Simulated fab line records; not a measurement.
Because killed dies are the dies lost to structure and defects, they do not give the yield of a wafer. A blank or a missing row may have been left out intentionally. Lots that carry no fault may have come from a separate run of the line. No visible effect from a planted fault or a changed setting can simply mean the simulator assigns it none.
A lot that was struck, set against a sound lot    flow sky130    16 steps out of a route of 708
Sound: wafers L781.2, L781.4, L781.5. Struck: wafers L787.2, L787.5 (left out: L787.1, a lot-mate that was not struck); the cause follows at the end.
At each step with rows: each side's tool, then ch and its chambers, then its first start. Under that, the readings that differ: sound wafers    struck wafers    difference of the means    sigmas: that difference in standard deviations of wafers without a fault.
alike: same words and numbers on both sides, and readings whose means sit less than 2 such deviations apart. not compared: any withheld reading, any reading some wafer has no value for, any bound like >300 that may hide the same value, and any number with overlapping values for which the record gives no deviation.
The two part at a step that has a row with sigmas, a row that says differs or no value, or rows on one side only. Non-overlapping numbers with no deviation appear without sigmas and do not part them. Lack of a reading on every wafer of one side parts them only where that side has two or more wafers.

first, 2 steps without rows for these wafers: SKY_METAL3_PEB_11; SKY_METAL3_DEVELOP_12 (develop time 60 s).
SKY_METAL3_CD_MEAS_13: the cd target is 300 nm.
  sound: cd-sem-01 at day 38 20:34; struck: cd-sem-02 at day 40 20:17
  alike: cd-nm
SKY_METAL3_OVL_MEAS_14:
  sound: overlay-02 at day 38 20:40; struck: overlay-01 at day 40 20:25
  alike: METAL3_OVL
SKY_METAL3_DESCUM_15: chemistry O2, time 8 s.
  sound on rie-metal-03 ch 0,1, day 38 20:42; struck on rie-metal-03 ch 0, day 40 20:27
  alike: drypump-motor-current-A, oes-product-au
  not compared: rf-hours-counter-h
then, 1 step without rows for these wafers: SKY_METAL3_ETCH_16 (etches BARC in N2/H2, stops on SiO2, time 88.2 s, target depth 60 nm).
SKY_METAL3_ETCH_17: etches SiO2 in C4F8/O2/Ar, stops on TiN, time 3.9 s, target depth 15 nm.
  sound on rie-diel-04 ch 0,2,3, day 38 20:50; struck on rie-diel-03 ch 2,3, day 40 20:35
  alike: oes-product-au
  not compared: rf-hours-counter-h
SKY_METAL3_METAL_ETCH_18: etches the open film in Cl2/BCl3, stops on SiO2, target depth 845 nm, time 183.1 s.
  sound on rie-metal-02 ch 0,1, day 38 20:51; struck on rie-metal-02 ch 0,1, day 40 20:36
  alike: drypump-motor-current-A, oes-product-au, throttle-valve-pct
  not compared: rf-hours-counter-h
SKY_METAL3_STRIP_19: strips in O2/N2.
  sound on plasma-asher-03 ch 0,1, day 38 21:01; struck on plasma-asher-03 ch 0, day 40 20:47
  alike: drypump-motor-current-A, oes-product-au, strip-time-to-endpoint-s
  not compared: rf-hours-counter-h
then, 3 steps without rows for these wafers: SKY_METAL3_STRIP_20 (strips in post etch residue remover, time 1200 s); SKY_METAL3_CLEAN_21 (cleans in IPA, time 180 s); SKY_METAL3_CLEAN_22 (cleans in O3/DIW).
SKY_VIA3_HDPCVD_00: deposits SiO2, target thk 1635 nm, time 272.5 s.
  sound on hdpcvd-01 ch 1,2, day 38 22:01; struck on hdpcvd-02 ch 1, day 40 21:22
reading                                   sound              struck       difference  sigmas
run-length-s (s)                          299.9 300.7 300.3  314.3 314.2  +13.9       +37
model.SiO2_of_VIA3_HDPCVD_00.thk-nm (nm)  1608 1609 1636     1740 1728    +116        
  alike: pressure-mtorr, susceptor-temp-C
SKY_VIA3_THK_MEAS_01:
  sound: film-metro-03 at day 38 22:17; struck: film-metro-01 at day 40 21:46
reading               sound           struck     difference  sigmas
VIA3_HDPCVD_THK (nm)  1607 1610 1636  1741 1728  +117        +7
  not compared: hold
SKY_VIA3_CMP_02: polishes SiO2.
  sound on cmp-02 ch 0,2,3, day 38 22:23; struck on cmp-02 ch 1,3, day 41 00:43
reading  sound  struck                                             difference                    sigmas
hold     - - -  await-dispo/2.5h/release await-dispo/2.5h/release  no value on the sound wafers  
  alike: motor-current-A, platen-rpm
SKY_PAD_OPEN_PROBE_99:
  the record holds rows for the sound wafers here (prober-02, day 46 02:28) but none for the struck ones

WHERE THEY PART
Last at SKY_PAD_OPEN_PROBE_99 as far as this record goes, first at SKY_VIA3_HDPCVD_00.

WHY: what had been put in by the simulator
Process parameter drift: hdpcvd-02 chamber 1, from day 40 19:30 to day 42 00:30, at SKY_VIA3_HDPCVD_00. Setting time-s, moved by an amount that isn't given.
